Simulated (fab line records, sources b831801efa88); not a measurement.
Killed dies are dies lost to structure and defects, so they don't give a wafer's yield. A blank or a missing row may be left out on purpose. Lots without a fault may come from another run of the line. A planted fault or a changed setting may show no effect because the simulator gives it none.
A struck lot beside a sound one | flow sky130 | 17 steps out of a route of 708
Sound: wafers L400.1, L400.2, L400.4. Struck: wafers L396.1, L396.2, L396.6. The cause comes at the end.
At each step with rows: each side's tool, then ch and its chambers, then its first start. Under that, the readings that differ: sound wafers | struck wafers | difference of the means | sigmas: that difference in standard deviations of wafers without a fault.
alike: readings whose means differ by less than 2 such deviations, and words and numbers that are the same on both sides. not compared: withheld readings, readings that some wafer has no value for, bounds like >300 that may hide the same value, and numbers for which the record gives no deviation and whose values overlap.
The two part at a step that has a row with sigmas, a row that says differs or no value, or rows on one side only. Numbers that don't overlap but have no deviation are shown without sigmas and don't part them. A reading that every wafer of one side lacks parts them only if that side has two wafers or more.

first, 2 steps without rows for these wafers: SKY_NWELL_IMPLANT_12; SKY_NWELL_IMPLANT_13.
SKY_NWELL_STRIP_14: strips in O2/N2.
  sound on plasma_asher-04 ch 0,1, day 8 23:02; struck on plasma_asher-01 ch 0,1, day 7 06:58
  alike: chamber_pressure_mTorr, drypump_motor_current_A, o2_flow_sccm, oes_product_au, strip_time_to_endpoint_s
  not compared: rf_hours_counter_h
SKY_NWELL_TW_MEAS_15:
  sound on film_metro-03, day 8 23:08; struck on film_metro-04, day 7 07:04
  reading  | sound          | struck         | difference | sigmas
  NWELL_TW | 1853 1855 1863 | 1802 1794 1796 | -60        | -2
then, 7 steps without rows for these wafers: SKY_NWELL_DEHYDRATE_16 (time 60 s); SKY_NWELL_HMDS_17 (prime time 60 s); SKY_NWELL_COAT_18 (resist thk 3000 nm); SKY_NWELL_SOFTBAKE_19; SKY_NWELL_EXPOSE_20 (exposes mask NWM COMPLEMENT, target cd 840 nm); SKY_NWELL_PEB_21; SKY_NWELL_DEVELOP_22 (develop time 60 s).
SKY_NWELL_OVL_MEAS_23:
  sound on overlay-01, day 9 19:38; struck on overlay-01, day 8 02:20
  alike: NWELL_01_OVL
SKY_NWELL_IMPLANT_24:
  sound on implanter-03 ch 0, day 9 19:41; struck on implanter-04 ch 0, day 8 02:41
SKY_NWELL_STRIP_25: strips in O2/N2.
  sound on plasma_asher-01 ch 0,1, day 9 19:50; struck on plasma_asher-03 ch 0,1, day 8 02:50
  alike: chamber_pressure_mTorr, drypump_motor_current_A, o2_flow_sccm, oes_product_au, strip_time_to_endpoint_s
  not compared: rf_hours_counter_h
SKY_NWELL_TW_MEAS_26:
  sound on film_metro-02, day 9 19:56; struck on film_metro-04, day 8 03:13
  reading    | sound       | struck      | difference | sigmas
  NWELL_2_TW | 501 506 505 | 607 603 606 | +101       | +14
then, 1 step without rows for these wafers: SKY_NWELL_CLEAN_27 (cleans in SC1/SC2, time 150 s).
-- the record jumps here: 40 days lie between the struck wafers' starts before and after (it left off in module NWELL and takes up again in module PAD_OPEN, whose first step shown is number 708 of the route) --
SKY_PAD_OPEN_PROBE_99:
  sound on prober-02, day 49 22:28; struck on prober-02, day 48 09:11
  reading                                    | sound                         | struck                        | difference | sigmas
  model.etest.pfet_16v.r_on_ohm_um           | 1.498e+04 1.485e+04 1.528e+04 | 1.101e+04 1.101e+04 1.098e+04 | -4.037e+03 |
  model.etest.res_iso_pwell.rs_ohm_sq        | 2974 2896 3071                | 1746 1738 1748                | -1236      |
  model.etest.res_pwell_under_gate.rs_ohm_sq | 2274 2279 2281                | 1431 1434 1428                | -847       |
  model.etest.nfet_16v.r_on_ohm_um           | 1.383e+04 1.382e+04 1.384e+04 | 1.497e+04 1.497e+04 1.507e+04 | +1.173e+03 |
  model.etest.res_iso_pwell.line_ohm_um      | 1111 1086 1149                | 641.5 640.7 645.6             | -472.7     |
  model.etest.tip_n_5v.rs_ohm_sq             | 1413 1400 1400                | 1517 1523 1526                | +118       |
  model.etest.res_nwell.width_nm (nm)        | 836.6 834.8 839.7             | 781.2 781.9 776.1             | -57.3      |
  model.etest.res_iso_pwell.width_nm (nm)    | 2637 2649 2660                | 2711 2698 2704                | +56        |
  alike: killed_at_M0_to_M3, killed_at_M4_up, killed_at_contacts, killed_at_front_end, killed_at_other, killed_dies, killed_open, killed_short

WHERE THEY PART
First at SKY_NWELL_TW_MEAS_15; last, within this record, at SKY_NWELL_TW_MEAS_26. Later steps at which nothing parts them and some readings are alike: SKY_PAD_OPEN_PROBE_99.

WHY: what the simulator had put in
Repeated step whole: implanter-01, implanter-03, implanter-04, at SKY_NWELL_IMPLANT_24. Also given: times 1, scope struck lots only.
